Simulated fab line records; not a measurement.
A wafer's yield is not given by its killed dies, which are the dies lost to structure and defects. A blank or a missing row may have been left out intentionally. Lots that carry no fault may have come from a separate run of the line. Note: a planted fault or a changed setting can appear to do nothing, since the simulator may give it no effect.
fab line records | flow sky130
record lots=6 | wafers=18 | last_day=50
route steps=708 shown PAD_OPEN@694
lots untouched by any fault: they come from a run of this same line in which no faults occurred
start_h: the number of hours between the record's first day and the start of the first shown wafer of the lot | wait_h: how many hours have passed since the lot's step before this one | " as in the row above | L1.1+2: a single row standing in for several wafers | - value missing, or start not given | * or withheld: withheld | < > ~ a bound
route shown NAME@n: NAME is a module with steps in the file, n the number in the route of the first one | usual: the fault-free wafers' mean and standard deviation | same: alike in all rows | chamber/n: place in a boat | sites: each site's reading | _std_site: standard deviation across them | _edge_site: inner sites' mean taken away from outer sites' mean | radius_mm: how far each site lies from the wafer's centre | mask NAME#n: copy n | behind: tool/chamber where the wafer was last shaped | hold: reason for holding the lot/hours on hold/outcome of the hold | device: the transistor (n, p or np) that didn't switch | end of line: tests run on the same wafers once the route is complete | a step with no rows: only its recipe | killed: at the first sort, the dies lost to defects and structure; wafer yield is something else | map: a wafer's dies, x killed, . not, _ none there
set.NAME: the run value of the setting; set.NAME@STEP: its run value at that earlier step | model.NAME: the simulator's own value behind a step, which no gauge read
lots at some steps of the route; a table a step, a row a wafer
services: the hour from which a tool's chamber was out of use, counted from the record's first day as start_h (under 0 if before that day), plus the number of hours and why
## steps
# step SKY_PAD_OPEN_DEHYDRATE_00
# recipe temp_c=200 | time_s=60
# step SKY_PAD_OPEN_HMDS_01
# recipe prime_time_s=60 | prime_temp_c=120
# step SKY_PAD_OPEN_COAT_02
# recipe spin_rpm=2000 | resist_thk_nm=2984
# step SKY_PAD_OPEN_SOFTBAKE_03
# recipe temp_c=110 | time_s=withheld
# step SKY_PAD_OPEN_EXPOSE_04
# recipe mask_id=PDM | target_cd_nm=60000 | na=0.57 | dose_mj=260
# step SKY_PAD_OPEN_PEB_05
# recipe temp_c=115 | time_s=withheld
# step SKY_PAD_OPEN_DEVELOP_06
# recipe develop_time_s=60 | dev_temp_c=23
# step SKY_PAD_OPEN_ETCH_07
# recipe chemistry=CF4/O2 | target_depth_nm=725 | stop_on=AlCu | source_w=800 | bias_w=150 | pressure_mtorr=150 | cf4_flow_sccm=80 | O2_flow_sccm=10 | time_s=161.1
# usual drypump_motor_current_A=5.72/0.3 | oes_product_au=0.975/0.0069 | throttle_valve_pct=5.963/0.01
lot.wafer | tool        | chamber | start_h | wait_h | drypump_motor_current_A | oes_product_au | rf_hours_counter_h | throttle_valve_pct
L594.2    | rie_diel-02 | 0       | 1094.92 | -      | 5.61                    | 0.977          | 6                  | 5.977
L594.4    | "           | 3       | "       | "      | 6.52                    | 0.979          | 4                  | 5.967
L594.6    | "           | 1       | "       | "      | 5.86                    | 0.985          | -                  | 5.971
L607.2    | rie_diel-01 | 0       | 1188.17 | -      | 5.92                    | 0.962          | 11                 | 5.955
L607.4    | "           | 2       | "       | "      | 5.92                    | 0.973          | 1                  | 5.955
L607.5    | "           | 2       | "       | "      | 5.91                    | 0.973          | -                  | 5.965
L608.2    | rie_diel-04 | 2       | 1192.03 | -      | 5.58                    | 0.977          | 23                 | 5.968
L608.3    | "           | 1       | "       | "      | 5.49                    | 0.983          | 25                 | 5.937
L608.5    | "           | 2       | "       | "      | 5.57                    | 0.983          | -                  | 5.954
L611.1    | rie_diel-02 | 0       | 1192.38 | -      | 5.58                    | 0.977          | 10                 | 5.969
L611.2    | "           | 1       | "       | "      | 5.84                    | 0.979          | 26                 | 5.960
L611.6    | "           | 0       | "       | "      | 5.59                    | 0.988          | -                  | 5.951
L610.1    | rie_diel-04 | 3       | 1192.87 | -      | 5.79                    | 0.969          | 9                  | 5.967
L610.3    | "           | 2       | "       | "      | 5.57                    | 0.974          | 23                 | 5.958
L610.4    | "           | 3       | "       | "      | 5.79                    | 0.978          | -                  | 5.979
L612.4    | rie_diel-04 | 1       | 1199.89 | -      | 5.48                    | 0.986          | -                  | 5.949
L612.5    | "           | 3       | "       | "      | 5.79                    | 0.985          | -                  | 5.974
L612.6    | "           | 2       | "       | "      | 5.58                    | 0.984          | -                  | 5.956
# step SKY_PAD_OPEN_STRIP_08
# recipe chemistry=O2/N2 | power_w=1400 | pressure_mtorr=1500 | platen_temp_c=withheld | overash_fraction=0.7 | o2_flow_sccm=3000 | n2_flow_sccm=300
# usual drypump_motor_current_A=5.5/0.4 | o2_flow_sccm=3000/9.1 | oes_product_au=0.663/0.0042 | strip_time_to_endpoint_s=36.95/0.12
# same overash_fraction=0.7
lot.wafer | tool            | chamber | start_h | wait_h | drypump_motor_current_A | o2_flow_sccm | oes_product_au | rf_hours_counter_h | strip_time_to_endpoint_s
L594.2    | plasma_asher-04 | 1       | 1095.02 | 0.1    | 5.3                     | 3007         | 0.663          | 66                 | 36.94
L594.4    | "               | 1       | "       | "      | 5.3                     | 3014         | 0.664          | -                  | 37.03
L594.6    | "               | 0       | "       | "      | 5.5                     | 2977         | 0.657          | -                  | 36.94
L607.2    | plasma_asher-01 | 0       | 1188.27 | 0.1    | 5.6                     | 3009         | 0.665          | 42                 | 36.90
L607.4    | "               | 1       | "       | "      | 4.9                     | 3003         | 0.665          | -                  | 36.96
L607.5    | "               | 1       | "       | "      | 4.9                     | 3006         | 0.664          | -                  | 36.88
L608.2    | plasma_asher-02 | 0       | 1192.14 | 0.1    | 6.0                     | 3013         | 0.661          | 109                | 36.90
L608.3    | "               | 1       | "       | "      | 6.0                     | 3007         | 0.660          | -                  | 36.88
L608.5    | "               | 1       | "       | "      | 6.0                     | 3015         | 0.658          | -                  | 36.88
L611.1    | plasma_asher-04 | 0       | 1192.49 | 0.1    | 5.5                     | 2996         | 0.659          | 75                 | 37.00
L611.2    | "               | 1       | "       | "      | 5.3                     | 3000         | 0.659          | 75                 | 37.06
L611.6    | "               | 0       | "       | "      | 5.5                     | 3000         | 0.661          | -                  | 37.02
L610.1    | plasma_asher-01 | 0       | 1192.97 | 0.1    | 5.6                     | 3010         | 0.659          | 43                 | 36.62
L610.3    | "               | 1       | "       | "      | 4.9                     | 3004         | 0.653          | -                  | 36.58
L610.4    | "               | 0       | "       | "      | 5.6                     | 3005         | 0.651          | -                  | 36.66
L612.4    | plasma_asher-01 | 0       | 1199.98 | 0.0    | 5.6                     | 3001         | 0.661          | -                  | 36.80
L612.5    | "               | 0       | "       | "      | 5.6                     | 3000         | 0.662          | -                  | 36.80
L612.6    | "               | 1       | "       | "      | 4.9                     | 2996         | 0.662          | -                  | 36.80
# step SKY_PAD_OPEN_STRIP_09
# recipe chemistry=post_etch_residue_remover | time_s=1200 | temp_c=72.5
# step SKY_PAD_OPEN_CLEAN_10
# recipe chemistry=IPA | time_s=180 | temp_c=25
# step SKY_PAD_OPEN_CLEAN_11
# recipe chemistry=O3/DIW | dry=n2_spin
# step SKY_PAD_OPEN_ANNEAL_12
# recipe temp_c=403.3 | time_s=withheld | ambient=N2/H2 | idle_temp_c=300 | ramp_up_c_per_min=8 | ramp_down_c_per_min=4
# usual ramp_down_c_per_min=4.0000/0.00067 | ramp_up_c_per_min=8.0001/0.0014
lot.wafer | tool       | chamber | start_h | wait_h | ramp_down_c_per_min | ramp_up_c_per_min
L594.2    | furnace-02 | 0       | 1095.71 | 0.0    | 4.0006              | 7.9973
L594.4    | "          | 0       | "       | "      | 3.9998              | 8.0002
L594.6    | "          | 0       | "       | "      | 3.9995              | 8.0000
L607.2    | furnace-01 | -       | 1188.91 | 0.0    | -                   | -
L607.4    | "          | -       | "       | "      | -                   | -
L607.5    | "          | -       | "       | "      | -                   | -
L608.2    | furnace-01 | -       | 1192.75 | 0.0    | -                   | -
L608.3    | "          | -       | "       | "      | -                   | -
L608.5    | "          | -       | "       | "      | -                   | -
L611.1    | furnace-02 | 0       | 1193.47 | 0.4    | 4.0012              | 8.0016
L611.2    | "          | 0       | "       | "      | 4.0001              | 8.0017
L611.6    | "          | 0       | "       | "      | 4.0002              | 7.9997
L610.1    | furnace-01 | 0       | 1194.25 | 0.6    | 4.0001              | 8.0006
L610.3    | "          | 0       | "       | "      | 3.9998              | 8.0016
L610.4    | "          | 0       | "       | "      | 4.0002              | 7.9980
L612.4    | furnace-02 | 0       | 1201.18 | 0.6    | 4.0010              | 7.9994
L612.5    | "          | 0       | "       | "      | 4.0006              | 8.0026
L612.6    | "          | 0       | "       | "      | 4.0008              | 8.0000
# step SKY_PAD_OPEN_BOW_MEAS_13
# recipe mode=bow
# usual PAD_OPEN_BOW=49/8.4
lot.wafer | tool          | chamber | start_h | wait_h | PAD_OPEN_BOW[um]
L594.2    | film_metro-02 | -       | 1097.23 | -      | 50
L594.4    | "             | -       | "       | "      | 49
L594.6    | "             | -       | "       | "      | 56
L607.2    | film_metro-04 | -       | 1190.43 | -      | 121
L607.4    | "             | -       | "       | "      | 103
L607.5    | "             | -       | "       | "      | 117
L608.2    | film_metro-01 | -       | 1194.27 | -      | 95
L608.3    | "             | -       | "       | "      | 96
L608.5    | "             | -       | "       | "      | 94
L611.1    | film_metro-01 | -       | 1194.97 | -      | 41
L611.2    | "             | -       | "       | "      | 57
L611.6    | "             | -       | "       | "      | 47
L610.1    | film_metro-02 | -       | 1195.75 | -      | 51
L610.3    | "             | -       | "       | "      | 57
L610.4    | "             | -       | "       | "      | 51
L612.4    | film_metro-02 | -       | 1202.74 | -      | 56
L612.5    | "             | -       | "       | "      | 60
L612.6    | "             | -       | "       | "      | 59
# step SKY_PAD_OPEN_PROBE_99
# usual defect_limited_yield=82.8/1.7 | killed_at_M0_to_M3=43/6.2 | killed_at_M4_up=2.8/1.7 | killed_at_contacts=24/4.8 | killed_at_front_end=15/4.3 | killed_at_other=0.3/0.55 | killed_dies=85/8.4 | killed_on_rim=17/3.8 | killed_open=46/6.7 | killed_short=38/6.2 | sort_bin_3_pad_short=0.9/0.46 | sort_bin_5_function=10.2/1.3 | sort_bin_6_memory=6.1/0.9 | sort_n_pass=407/8.4 | sort_yield_pct=82.8/1.7
# same gross_dies=492 | killed_at_back_side=0 | sort_bin_4_leakage[%]=0 | sort_bin_8_speed[%]=0
lot.wafer | tool      | chamber | start_h | wait_h | defect_limited_yield[%] | killed_at_M0_to_M3 | killed_at_M4_up | killed_at_contacts | killed_at_front_end | killed_at_other | killed_dies | killed_on_rim | killed_open | killed_short | sort_bin_3_pad_short[%] | sort_bin_5_function[%] | sort_bin_6_memory[%] | sort_n_pass | sort_yield_pct[%] | model.etest.res_xhigh_po.line_ohm_um | model.etest.nfet_16v.r_on_ohm_um | model.etest.pfet_16v.r_on_ohm_um | model.etest.pfet_g5v0d10v5.r_on_ohm_um | model.etest.res_xhigh_po.rs_ohm_sq | model.etest.pfet_01v8.r_on_ohm_um | model.etest.nfet_g5v0d10v5.r_on_ohm_um | model.etest.nfet_01v8.r_on_ohm_um
L594.2    | prober-01 | -       | 1097.38 | 0.1    | 83.9                    | 41                 | 2               | 28                 | 8                   | 0               | 79          | 14            | 42          | 36           | 1.2                     | 9.1                    | 5.7                  | 413         | 83.9              | 5904                                 | 1.399e+04                        | 1.529e+04                        | 4661                                   | 2031                               | 2788                              | 1863                                   | 829.6
L594.4    | prober-01 | -       | 1097.48 | 0.2    | 82.5                    | 50                 | 2               | 16                 | 16                  | 2               | 86          | 22            | 51          | 35           | 0.4                     | 10.8                   | 6.3                  | 406         | 82.5              | 5686                                 | 1.409e+04                        | 1.546e+04                        | 4750                                   | 1999                               | 2808                              | 1855                                   | 825.1
L594.6    | prober-01 | -       | 1097.58 | 0.2    | 80.1                    | 40                 | 7               | 35                 | 15                  | 1               | 98          | 18            | 44          | 54           | 1.2                     | 12.6                   | 6.1                  | 394         | 80.1              | 5866                                 | 1.409e+04                        | 1.543e+04                        | 4779                                   | 2052                               | 2839                              | 1900                                   | 824.4
L607.2    | prober-02 | -       | 1190.58 | 0.1    | 81.7                    | 53                 | 2               | 28                 | 6                   | 1               | 90          | 15            | 48          | 42           | 0.8                     | 11.8                   | 5.7                  | 402         | 81.7              | 6653                                 | 1.488e+04                        | 1.582e+04                        | 5289                                   | 2334                               | 3196                              | 2072                                   | 897.9
L607.4    | prober-02 | -       | 1190.68 | 0.2    | 80.7                    | 48                 | 7               | 25                 | 14                  | 1               | 95          | 17            | 43          | 52           | 1.4                     | 11.0                   | 6.9                  | 397         | 80.7              | 6566                                 | 1.478e+04                        | 1.567e+04                        | 5288                                   | 2334                               | 3181                              | 2079                                   | 910.9
L607.5    | prober-02 | -       | 1190.73 | 0.2    | 82.3                    | 41                 | 3               | 22                 | 20                  | 1               | 87          | 17            | 47          | 39           | 1.2                     | 10.6                   | 5.9                  | 405         | 82.3              | 6641                                 | 1.456e+04                        | 1.571e+04                        | 5220                                   | 2325                               | 3213                              | 2077                                   | 925.4
L608.2    | prober-02 | -       | 1194.42 | 0.1    | 82.9                    | 36                 | 6               | 27                 | 15                  | 0               | 84          | 18            | 46          | 38           | 0.6                     | 10.0                   | 6.5                  | 408         | 82.9              | 6979                                 | 1.492e+04                        | 1.638e+04                        | 5074                                   | 2466                               | 3096                              | 2044                                   | 892.5
L608.3    | prober-02 | -       | 1194.47 | 0.2    | 85.4                    | 37                 | 1               | 23                 | 11                  | 0               | 72          | 17            | 34          | 38           | 1.2                     | 9.3                    | 4.1                  | 420         | 85.4              | 6788                                 | 1.503e+04                        | 1.602e+04                        | 5238                                   | 2377                               | 3150                              | 2075                                   | 908.6
L608.5    | prober-02 | -       | 1194.57 | 0.2    | 85.0                    | 40                 | 2               | 14                 | 18                  | 0               | 74          | 18            | 45          | 29           | 0.4                     | 9.8                    | 4.9                  | 418         | 85.0              | 6775                                 | 1.51e+04                         | 1.665e+04                        | 5177                                   | 2376                               | 3066                              | 2045                                   | 906.3
L611.1    | prober-01 | -       | 1195.09 | 0.1    | 83.1                    | 45                 | 7               | 17                 | 14                  | 0               | 83          | 10            | 45          | 38           | 0.8                     | 9.1                    | 6.9                  | 409         | 83.1              | 5286                                 | 1.39e+04                         | 1.48e+04                         | 4771                                   | 1865                               | 2908                              | 1887                                   | 828.7
L611.2    | prober-01 | -       | 1195.14 | 0.1    | 82.3                    | 54                 | 3               | 16                 | 14                  | 0               | 87          | 15            | 46          | 41           | 1.0                     | 11.0                   | 5.7                  | 405         | 82.3              | 5253                                 | 1.382e+04                        | 1.509e+04                        | 4727                                   | 1838                               | 2844                              | 1856                                   | 824.1
L611.6    | prober-01 | -       | 1195.34 | 0.2    | 84.3                    | 39                 | 2               | 26                 | 10                  | 0               | 77          | 17            | 36          | 41           | 0.8                     | 10.0                   | 4.9                  | 415         | 84.3              | 5472                                 | 1.408e+04                        | 1.512e+04                        | 4729                                   | 1911                               | 2833                              | 1871                                   | 818.8
L610.1    | prober-02 | -       | 1195.87 | 0.1    | 83.7                    | 47                 | 2               | 15                 | 15                  | 1               | 80          | 18            | 39          | 41           | 0.6                     | 10.4                   | 5.3                  | 412         | 83.7              | 5602                                 | 1.398e+04                        | 1.54e+04                         | 4685                                   | 1978                               | 2866                              | 1878                                   | 834.3
L610.3    | prober-02 | -       | 1195.97 | 0.2    | 81.9                    | 39                 | 2               | 28                 | 20                  | 0               | 89          | 16            | 49          | 40           | 1.2                     | 11.2                   | 5.7                  | 403         | 81.9              | 5721                                 | 1.405e+04                        | 1.488e+04                        | 4839                                   | 1986                               | 2950                              | 1918                                   | 857.4
L610.4    | prober-02 | -       | 1196.02 | 0.2    | 83.5                    | 37                 | 5               | 23                 | 16                  | 0               | 81          | 20            | 38          | 42           | 0.6                     | 10.6                   | 5.3                  | 411         | 83.5              | 5576                                 | 1.394e+04                        | 1.47e+04                         | 4765                                   | 1938                               | 2870                              | 1881                                   | 853.4
L612.4    | prober-01 | -       | 1202.95 | 0.2    | 79.5                    | 54                 | 7               | 23                 | 17                  | 0               | 101         | 17            | 56          | 45           | 1.6                     | 10.8                   | 8.1                  | 391         | 79.5              | 5569                                 | 1.413e+04                        | 1.535e+04                        | 4807                                   | 1944                               | 2943                              | 1911                                   | 840.5
L612.5    | prober-01 | -       | 1203.00 | 0.2    | 82.7                    | 44                 | 1               | 19                 | 20                  | 1               | 85          | 15            | 44          | 41           | 1.2                     | 9.8                    | 6.3                  | 407         | 82.7              | 5330                                 | 1.402e+04                        | 1.505e+04                        | 4837                                   | 1919                               | 2981                              | 1925                                   | 833.3
L612.6    | prober-01 | -       | 1203.05 | 0.2    | 84.1                    | 37                 | 4               | 24                 | 13                  | 0               | 78          | 13            | 41          | 37           | 1.0                     | 7.9                    | 6.9                  | 414         | 84.1              | 5612                                 | 1.429e+04                        | 1.56e+04                         | 4858                                   | 1964                               | 2944                              | 1936                                   | 838.3
# killed by level:class
L594.2 CONTACT:geometric_particle:open=9 LOCAL_INTERCONNECT:geometric_particle:short=8 VIA3:geometric_particle:open=8 METAL2:geometric_particle:short=7 VIA1:geometric_particle:open=7 VIA2:geometric_particle:open=6 CONTACT:geometric_particle:short=5 LI_CONTACT:geometric_particle:open=4
L594.4 VIA1:geometric_particle:open=14 VIA3:geometric_particle:open=8 METAL2:geometric_particle:short=6 VIA2:geometric_particle:open=6 FIELD_ISO:geometric_particle:short=5 POLY_GATE:geometric_particle:open=4 LI_CONTACT:geometric_particle:open=4 CONTACT:geometric_particle:open=4
L594.6 LI_CONTACT:geometric_particle:open=10 METAL1:geometric_particle:short=8 VIA3:geometric_particle:open=8 CONTACT:geometric_particle:open=7 LI_CONTACT:geometric_particle:short=7 VIA1:geometric_particle:open=7 LOCAL_INTERCONNECT:geometric_particle:short=6 METAL2:geometric_particle:short=6
L607.2 VIA1:geometric_particle:open=12 CONTACT:geometric_particle:open=11 METAL1:geometric_particle:short=8 VIA3:geometric_particle:open=8 CONTACT:geometric_particle:short=6 LI_CONTACT:geometric_particle:open=6 METAL3:geometric_particle:short=5 LOCAL_INTERCONNECT:geometric_particle:short=4
L607.4 CONTACT:geometric_particle:open=9 METAL1:geometric_particle:short=8 VIA1:geometric_particle:open=8 CONTACT:geometric_particle:short=6 VIA1:geometric_particle:short=6 VIA3:geometric_particle:open=6 LI_CONTACT:geometric_particle:open=5 VIA2:geometric_particle:short=4
L607.5 LI_CONTACT:geometric_particle:open=9 VIA3:geometric_particle:open=9 VIA1:geometric_particle:open=7 FIELD_ISO:geometric_particle:short=5 POLY_GATE:geometric_particle:short=5 CONTACT:geometric_particle:open=5 METAL2:geometric_particle:short=4 METAL1:geometric_particle:short=4
L608.2 CONTACT:geometric_particle:open=14 VIA1:geometric_particle:open=10 FIELD_ISO:geometric_particle:open=5 FIELD_ISO:geometric_particle:short=5 METAL3:geometric_particle:short=5 LI_CONTACT:geometric_particle:open=4 LOCAL_INTERCONNECT:geometric_particle:short=4 VIA2:geometric_particle:short=4
L608.3 METAL1:geometric_particle:short=9 CONTACT:geometric_particle:open=7 CONTACT:geometric_particle:short=6 LI_CONTACT:geometric_particle:open=5 VIA1:geometric_particle:open=5 VIA3:geometric_particle:short=5 POLY_GATE:geometric_particle:open=4 METAL2:geometric_particle:short=4
L608.5 VIA1:geometric_particle:open=8 VIA2:geometric_particle:open=8 VIA3:geometric_particle:open=7 POLY_GATE:geometric_particle:open=5 FIELD_ISO:geometric_particle:open=4 LOCAL_INTERCONNECT:geometric_particle:short=4 CONTACT:geometric_particle:open=4 METAL1:geometric_particle:short=4
L611.1 VIA1:geometric_particle:open=12 VIA2:geometric_particle:open=10 VIA1:geometric_particle:short=8 LOCAL_INTERCONNECT:geometric_particle:short=6 CONTACT:geometric_particle:open=6 METAL4:geometric_particle:short=6 VIA3:geometric_particle:open=5 POLY_GATE:geometric_particle:open=5
L611.2 VIA1:geometric_particle:open=17 METAL1:geometric_particle:short=10 LI_CONTACT:geometric_particle:open=8 POLY_GATE:geometric_particle:short=5 VIA1:geometric_particle:short=5 METAL2:geometric_particle:short=5 LI_CONTACT:geometric_particle:short=4 VIA2:geometric_particle:open=4
L611.6 LI_CONTACT:geometric_particle:open=8 VIA1:geometric_particle:open=7 CONTACT:geometric_particle:short=6 METAL1:geometric_particle:short=5 VIA1:geometric_particle:short=5 METAL3:geometric_particle:short=5 LI_CONTACT:geometric_particle:short=4 CONTACT:geometric_particle:open=4
L610.1 METAL1:geometric_particle:short=10 CONTACT:geometric_particle:open=9 VIA1:geometric_particle:open=8 METAL2:geometric_particle:short=8 FIELD_ISO:geometric_particle:short=4 LI_CONTACT:geometric_particle:open=4 VIA2:geometric_particle:open=4 VIA3:geometric_particle:short=4
L610.3 CONTACT:geometric_particle:open=9 FIELD_ISO:geometric_particle:short=7 POLY_GATE:geometric_particle:open=7 VIA1:geometric_particle:open=7 VIA3:geometric_particle:open=7 METAL1:geometric_particle:short=6 LOCAL_INTERCONNECT:geometric_particle:short=6 VIA1:geometric_particle:short=6
L610.4 CONTACT:geometric_particle:short=8 CONTACT:geometric_particle:open=7 VIA1:geometric_particle:open=7 VIA2:geometric_particle:open=6 VIA1:geometric_particle:short=5 METAL2:geometric_particle:short=5 FIELD_ISO:geometric_particle:short=4 VIA3:geometric_particle:open=4
L612.4 VIA2:geometric_particle:open=16 METAL1:geometric_particle:short=10 VIA3:geometric_particle:open=8 LI_CONTACT:geometric_particle:open=7 VIA1:geometric_particle:open=7 METAL4:geometric_particle:short=6 FIELD_ISO:geometric_particle:open=5 CONTACT:geometric_particle:short=5
L612.5 CONTACT:geometric_particle:open=9 VIA3:geometric_particle:open=9 VIA1:geometric_particle:open=8 FIELD_ISO:geometric_particle:short=7 FIELD_ISO:geometric_particle:open=6 METAL1:geometric_particle:short=6 VIA3:geometric_particle:short=5 LI_CONTACT:geometric_particle:open=4
L612.6 LI_CONTACT:geometric_particle:open=10 METAL2:geometric_particle:short=9 CONTACT:geometric_particle:open=8 VIA2:geometric_particle:open=8 POLY_GATE:geometric_particle:short=5 VIA1:geometric_particle:open=5 METAL1:geometric_particle:short=4 POLY_GATE:geometric_particle:open=3
## services
tool            | chamber | start_h | hours | kind
plasma_asher-04 | -       | 1077.76 | 4.3   | pm
furnace-02      | -       | 1086.51 | 4.1   | pm
rie_diel-04     | 0       | 1087.93 | 2.5   | repair
plasma_asher-04 | -       | 1095.31 | 3.8   | repair
rie_diel-04     | -       | 1096.40 | 2.8   | pm
plasma_asher-04 | -       | 1117.73 | 1.3   | repair
rie_diel-01     | 2       | 1122.89 | -     | clean
rie_diel-01     | 2       | 1122.89 | 20.0  | scheduled_down
rie_diel-01     | 2       | 1122.89 | 20.0  | vent_cycle
rie_diel-04     | -       | 1127.82 | 0.5   | repair
rie_diel-04     | 0       | 1131.70 | 3.2   | repair
plasma_asher-04 | -       | 1145.17 | 2.9   | repair
rie_diel-04     | 3       | 1163.65 | 9.6   | repair
furnace-01      | -       | 1176.80 | 2.9   | pm
rie_diel-01     | 2       | 1181.71 | 1.5   | repair
rie_diel-04     | 0       | 1184.42 | 10.5  | repair
rie_diel-01     | 0       | 1185.54 | 1.5   | repair
rie_diel-02     | 3       | 1189.56 | 2.8   | repair
furnace-01      | -       | 1195.75 | 5.5   | pm
## key
first_sign step=SKY_PAD_OPEN_ANNEAL_12 | reading=tool_record | direction=missing
effect step=SKY_PAD_OPEN_BOW_MEAS_13 | reading=PAD_OPEN_BOW | direction=up | sigmas=6.6 | usual=49 | struck=104
model_effect step=SKY_PAD_OPEN_PROBE_99 | value=etest.res_xhigh_po.line_ohm_um | without=5513 | struck=6734
met_at SKY_PAD_OPEN_ANNEAL_12
struck_wafers L607.2,L607.4,L607.5,L608.2,L608.3,L608.5
fault kind=skipped_step_whole | tool=furnace-01 | chamber=- | onset_h=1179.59 | steps=SKY_PAD_OPEN_ANNEAL_12 | scope=struck_lots_only
